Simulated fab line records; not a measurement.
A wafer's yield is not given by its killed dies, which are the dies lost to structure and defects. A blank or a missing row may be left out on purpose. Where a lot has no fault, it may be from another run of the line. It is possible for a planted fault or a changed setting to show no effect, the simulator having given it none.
Matching of chambers	flow gf180mcu	GF_STI_CVD_23 on hdpcvd-01: 3 sister chambers
The step deposits SiO2, target thk 650 nm, time 108.3 s. 14 wafers are shown with their chamber, then 7 later ones without.

## WAFERS, EACH WITH ITS CHAMBER
wafer	chamber	pressure-mtorr (mTorr)	run-length-s (s)
L826.2	0	6.007	136.9
L826.3	1	6.003	136.6
L826.5	0	6.009	137.2
L829.1	2	6.007	136.4
L829.4	1	5.988	136.2
L829.6	2	5.987	136.0
L830.2	2	6.017	137.0
L830.3	1	5.982	136.5
L830.6	1	5.979	135.8
L842.2	0	6.006	136.3
L842.3	1	6.007	136.6
L842.4	0	5.995	136.7
L843.1	0	6.004	136.5
L843.2	1	5.982	136.0

SIGNATURES (means of the wafers above)
reading	chamber 0	chamber 1	chamber 2	scatter within a chamber
pressure-mtorr	6.00420	5.99017	6.00367	0.0109
run-length-s	136.720	136.283	136.467	0.377
Rule: distance of a wafer from a chamber = root of the sum over the readings of ((wafer's reading minus chamber's mean) / reading's scatter) squared. If the next closest chamber is less than 2 further off than the closest, the wafer can't be placed; otherwise it belongs to the closest. How the scatter is found: for the shown wafers, subtract from each reading the mean of its chamber, square and add these, divide the total by (wafers less chambers), then take the root.

## WAFERS WITHOUT THEIR CHAMBER
wafer	pressure-mtorr (mTorr)	run-length-s (s)
L843.4	5.998	136.4
L847.2	5.995	136.0
L847.4	5.986	136.0
L847.6	6.000	136.2
L849.1	6.006	136.2
L849.4	6.014	136.6
L849.5	6.030	136.1

## EACH ONE'S CHAMBER
wafer	from the rows above	in truth
L843.4	can't be placed: 2 or 1 or 0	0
L847.2	can't be placed: 1 or 2 or 0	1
L847.4	can't be placed: 1 or 2 or 0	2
L847.6	can't be placed: 2 or 1 or 0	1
L849.1	can't be placed: 2 or 0 or 1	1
L849.4	can't be placed: 0 or 2 or 1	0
L849.5	can't be placed: 2 or 0 or 1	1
0 of 7 placed correctly. Cannot be placed on the basis of these rows: 7; the candidates contain the true chamber in 7. Placed wrongly: 0.
